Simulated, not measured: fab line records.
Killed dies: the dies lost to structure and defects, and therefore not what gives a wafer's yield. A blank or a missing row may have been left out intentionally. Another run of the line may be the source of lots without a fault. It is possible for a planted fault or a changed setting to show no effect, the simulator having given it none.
A single fault, viewed from 2 desks / flow gf180mcu / every desk sees just its own numbers, and what lay behind them comes last

== METROLOGY DESK ==
What the gauges read, lot by lot, whatever tool the lot ran on: means of the sampled wafers that have a number. If a lot's mean is further than 4 standard deviations from the usual mean, the lot is out of limits and carries the mark OUT (the distance appears in the brackets).
Columns: A = VT_IMPLANT_3_TW at GF_VT_IMPLANT_TW_MEAS_32, usual 268.3
lot=L304; first seen here=day 6 21:04; A=266.5
lot=L306; first seen here=day 7 14:28; A=270.1
lot=L307; first seen here=day 7 18:12; A=266.3
lot=L308; first seen here=day 8 00:29; A=266.6
lot=L309; first seen here=day 8 06:04; A=270.0
lot=L310; first seen here=day 8 11:50; A=269.7
lot=L312; first seen here=day 9 02:00; A=268.9
lot=L313; first seen here=day 9 08:31; A=269.2
lot=L315; first seen here=day 9 21:56; A=271.7
lot=L316; first seen here=day 10 07:16; A=271.0
lot=L317; first seen here=day 10 13:50; A=263.0
lot=L318; first seen here=day 10 19:29; A=262.6
lot=L325; first seen here=day 12 13:44; A=269.1
This desk's finding: nothing out of limits on any of the 13 lots.

== AT THE TOOL OWNER'S DESK: wetBench-02 ==
The tool's own readings at GF_DUAL_GATE_WET_ETCH_12 (etches SiO2 in dHF, target depth 13 nm, time 260 s): means of the sampled wafers that have a number, for each lot that ran on this tool. If a lot's mean is further than 4 standard deviations from the usual mean, the lot is out of limits and carries the mark OUT (the distance appears in the brackets).
Columns: A = runLengthS at GF_DUAL_GATE_WET_ETCH_12, usual 288 s
lot=L304; first seen here=day 8 07:16; A=295
lot=L306; first seen here=day 9 02:17; A=285
lot=L308; first seen here=day 9 12:29; A=287
lot=L309; first seen here=day 9 17:53; A=294
lot=L315; first seen here=day 11 12:59; A=293
lot=L325; first seen here=day 14 08:11; A=139 (-45) OUT
This desk's finding: out of limits on L325; first on L325, day 14 08:11 (runLengthS at GF_DUAL_GATE_WET_ETCH_12). In limits: L304, L306, L308, L309, L315.

== PUT TOGETHER ==
The tool owner's desk could have raised an alarm at day 14 08:11, on L325.
From the metrology desk's view, nothing was out of limits.
The metrology desk holds a record of L325, inside its limits.
Of the lots named, all ran GF_DUAL_GATE_WET_ETCH_12 on wetBench-02.

== WHAT THE SIMULATOR HAD PUT IN ==
wetBench-02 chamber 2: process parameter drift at GF_DUAL_GATE_WET_ETCH_12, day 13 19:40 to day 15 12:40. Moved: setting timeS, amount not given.
Struck lots among those shown: L325.
Each desk's first reading out of limits, in hours after the fault started: the tool owner's desk, 13.
